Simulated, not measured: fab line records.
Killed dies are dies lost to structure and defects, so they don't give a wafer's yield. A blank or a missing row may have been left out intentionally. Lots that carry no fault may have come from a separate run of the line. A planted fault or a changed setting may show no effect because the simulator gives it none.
Which tool was responsible? | flow gf180mcu | Sampling: 13 lots, 39 wafers, 5 of 602 route steps

== WHAT EACH GAUGE READ, for each wafer ==
GF_V1_THK_MEAS_03. Usual: V1_CVD_02_THK gives 851 nm (standard deviation 11).
lot  | measured     | on            | V1_CVD_02_THK (nm) | flag
L602 | day 17 05:19 | film metro-02 | 851 864 870        |
L603 | day 17 07:00 | film metro-04 | 853 853 855        |
L604 | day 17 21:57 | film metro-01 | 850 846 857        |
L606 | day 18 22:32 | film metro-04 | 849 854 847        |
L607 | day 19 06:34 | film metro-02 | 849 841 859        |
L608 | day 19 13:25 | film metro-02 | 849 864 845        |
L610 | day 20 05:34 | film metro-04 | 843 848 850        |
L612 | day 20 22:26 | film metro-01 | 855 859 859        |
L614 | day 21 19:18 | film metro-04 | 854 837 871        |
L617 | day 22 18:34 | film metro-04 | 807 825 836        |
L618 | day 22 23:49 | film metro-01 | 837 857 859        |
L622 | day 24 05:06 | film metro-02 | 837 851 847        |
L625 | day 25 02:31 | film metro-01 | 833 831 847        |

== EACH LOT AND THE TOOL THAT RAN IT (in order: tool; ch and the chambers of the sampled wafers; start) ==
lot  | GF_CONTACT_SPUTTER_22        | GF_CONTACT_SPUTTER_23        | GF_M1_STRIP_17                       | GF_V1_CVD_02
L602 | pvd sputter-01, day 16 04:49 | pvd sputter-01, day 16 04:53 | plasma asher-01 ch 1, day 17 04:34   | pecvd-02 ch 0,1,2, day 17 05:14
L603 | pvd sputter-02, day 16 07:20 | pvd sputter-02, day 16 07:23 | plasma asher-01 ch 0,1, day 17 06:14 | pecvd-04 ch 0,1,2, day 17 06:56
L604 | pvd sputter-01, day 16 21:10 | pvd sputter-01, day 16 21:13 | plasma asher-02 ch 0,1, day 17 21:13 | pecvd-01 ch 0,2, day 17 21:53
L606 | pvd sputter-04, day 17 20:17 | pvd sputter-04, day 17 20:20 | plasma asher-02 ch 0,1, day 18 21:47 | pecvd-04 ch 0,1,2, day 18 22:28
L607 | pvd sputter-04, day 18 04:16 | pvd sputter-04, day 18 04:20 | plasma asher-01 ch 0,1, day 19 05:25 | pecvd-01 ch 0,1, day 19 06:29
L608 | pvd sputter-01, day 18 11:47 | pvd sputter-01, day 18 11:51 | plasma asher-03 ch 0,1, day 19 12:34 | pecvd-04 ch 0,2, day 19 13:20
L610 | pvd sputter-01, day 19 02:58 | pvd sputter-01, day 19 03:02 | plasma asher-03 ch 0,1, day 20 04:49 | pecvd-02 ch 0,1, day 20 05:29
L612 | pvd sputter-04, day 19 20:02 | pvd sputter-04, day 19 20:05 | plasma asher-01 ch 0,1, day 20 21:40 | pecvd-01 ch 1,2, day 20 22:22
L614 | pvd sputter-01, day 20 16:25 | pvd sputter-01, day 20 16:29 | plasma asher-02 ch 0,1, day 21 18:29 | pecvd-04 ch 0,1,2, day 21 19:14
L617 | pvd sputter-02, day 21 17:26 | pvd sputter-02, day 21 17:29 | plasma asher-02 ch 0,1, day 22 17:49 | pecvd-04 ch 0,1,2, day 22 18:29
L618 | pvd sputter-04, day 21 22:32 | pvd sputter-04, day 21 22:36 | plasma asher-03 ch 0,1, day 22 23:04 | pecvd-01 ch 0,1,2, day 22 23:44
L622 | pvd sputter-04, day 23 05:14 | pvd sputter-04, day 23 05:17 | plasma asher-02 ch 0,1, day 24 04:22 | pecvd-01 ch 0,1,2, day 24 05:02
L625 | pvd sputter-02, day 24 03:00 | pvd sputter-02, day 24 03:04 | plasma asher-03 ch 0,1, day 25 01:43 | pecvd-01 ch 0,1, day 25 02:26
- GF_CONTACT_SPUTTER_22: material Ti, target thk 15 nm, time 80.02 s.
- GF_CONTACT_SPUTTER_23: material TiN, target thk 10 nm, time 40 s.
- GF_M1_STRIP_17: strips in O2/N2.
- GF_V1_CVD_02: deposits SiO2 from TEOS, target thk 850 nm, time 94.851 s.

== AS READ BY THE TOOLS THEMSELVES (means over the sampled wafers that have a number; for cases with no such wafer, the mark the record gives instead) ==
GF_CONTACT_SPUTTER_22. Usual: throttle valve pct reads 30.4 % (standard deviation 1.1).
lot  | tool           | throttle valve pct (%) | flag
L602 | pvd sputter-01 | 31.3                   |
L603 | pvd sputter-02 | 30.0                   |
L604 | pvd sputter-01 | 31.2                   |
L606 | pvd sputter-04 | 30.5                   |
L607 | pvd sputter-04 | 30.4                   |
L608 | pvd sputter-01 | 31.2                   |
L610 | pvd sputter-01 | 31.4                   |
L612 | pvd sputter-04 | 30.3                   |
L614 | pvd sputter-01 | 29.6                   |
L617 | pvd sputter-02 | 30.3                   |
L618 | pvd sputter-04 | 29.9                   |
L622 | pvd sputter-04 | 30.4                   |
L625 | pvd sputter-02 | 30.6                   |

GF_CONTACT_SPUTTER_23. Usual: throttle valve pct reads 30.4 % (standard deviation 1.1).
lot  | tool           | throttle valve pct (%) | flag
L602 | pvd sputter-01 | 31.4                   |
L603 | pvd sputter-02 | 29.9                   |
L604 | pvd sputter-01 | 31.4                   |
L606 | pvd sputter-04 | 30.5                   |
L607 | pvd sputter-04 | 30.5                   |
L608 | pvd sputter-01 | 31.3                   |
L610 | pvd sputter-01 | 31.4                   |
L612 | pvd sputter-04 | 30.4                   |
L614 | pvd sputter-01 | 29.6                   |
L617 | pvd sputter-02 | 30.1                   |
L618 | pvd sputter-04 | 29.7                   |
L622 | pvd sputter-04 | 30.4                   |
L625 | pvd sputter-02 | 30.7                   |

GF_M1_STRIP_17. Usual: drypump motor current A 5.7 A, standard deviation 0.49; heater power w 326 W, standard deviation 42; oes product au 0.557 a.u., standard deviation 0.0049; strip time to endpoint s 7.86 s, standard deviation 0.056.
lot  | tool            | drypump motor current A (A) | heater power w (W) | oes product au (a.u.) | strip time to endpoint s (s) | flag
L602 | plasma asher-01 | 4.7                         | 276                | 0.555                 | 7.81                         |
L603 | plasma asher-01 | 5.0                         | 322                | 0.558                 | 7.86                         |
L604 | plasma asher-02 | 6.2                         | 292                | 0.558                 | 7.91                         |
L606 | plasma asher-02 | 5.9                         | 299                | 0.553                 | 7.84                         |
L607 | plasma asher-01 | 5.3                         | 368                | 0.556                 | 7.93                         |
L608 | plasma asher-03 | 5.9                         | 334                | 0.553                 | 7.84                         |
L610 | plasma asher-03 | 5.7                         | 345                | 0.556                 | 7.85                         |
L612 | plasma asher-01 | 5.4                         | 372                | 0.552                 | 7.81                         |
L614 | plasma asher-02 | 5.9                         | 302                | 0.556                 | 7.86                         |
L617 | plasma asher-02 | 5.9                         | 300                | 0.562                 | 7.95                         |
L618 | plasma asher-03 | 5.8                         | 337                | 0.559                 | 7.85                         |
L622 | plasma asher-02 | 5.9                         | 297                | 0.554                 | 7.81                         |
L625 | plasma asher-03 | 5.7                         | 347                | 0.552                 | 7.85                         |

GF_V1_CVD_02. Usual: heater power w 658 W, standard deviation 110; rf fwd power W 596.7 W, standard deviation 2.1.
lot  | tool     | heater power w (W) | rf fwd power W (W) | flag
L602 | pecvd-02 | 779                | 595.9              |
L603 | pecvd-04 | 617                | 599.7              |
L604 | pecvd-01 | 556                | 595.4              |
L606 | pecvd-04 | 656                | 596.7              |
L607 | pecvd-01 | 655                | 598.0              |
L608 | pecvd-04 | 718                | 598.1              |
L610 | pecvd-02 | 780                | 597.0              |
L612 | pecvd-01 | 670                | 595.1              |
L614 | pecvd-04 | 694                | 597.1              |
L617 | pecvd-04 | 699                | 563.3              | OFF
L618 | pecvd-01 | 587                | 594.9              |
L622 | pecvd-01 | 604                | 596.9              |
L625 | pecvd-01 | 573                | 596.7              |

== THE ANSWER, worked out from the rows above alone ==
Rule: lot off if the mean of its wafers having a number is beyond 3 standard deviations from the usual mean. A lot without any number at a reading at which 4 lots or more have one is off too. The other lots that the step has rows for count as sound. First the gauges in route order, then the tools' own readings, where a lot's mean is used as printed above. At the first step where some lot is off, the reading lying furthest off is the one used; lots without a number count as furthest.
Off: L617, at GF_V1_CVD_02 (rf fwd power W).
If a tool, at that step or one of the process steps before it, ran each lot that is off and ran no sound lot following the first of them, it fits. One candidate fits, namely pecvd-04 at GF_V1_CVD_02. A fault onset in the window from L614 (day 21 19:14, its last sound lot) to L617 (day 22 18:29, its first lot off) fits.
On the lots that are off, the tool's own readings at GF_V1_CVD_02 differ by more than 5 times the standard deviation of the sound lots' means, which bears it out; rf fwd power W reads 563.3 W there versus 596.8 W on the sound lots.

== WHAT HAD BEEN PUT IN BY THE SIMULATOR ==
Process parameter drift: pecvd-04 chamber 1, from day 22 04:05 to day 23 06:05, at GF_V1_CVD_02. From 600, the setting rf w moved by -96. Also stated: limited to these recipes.
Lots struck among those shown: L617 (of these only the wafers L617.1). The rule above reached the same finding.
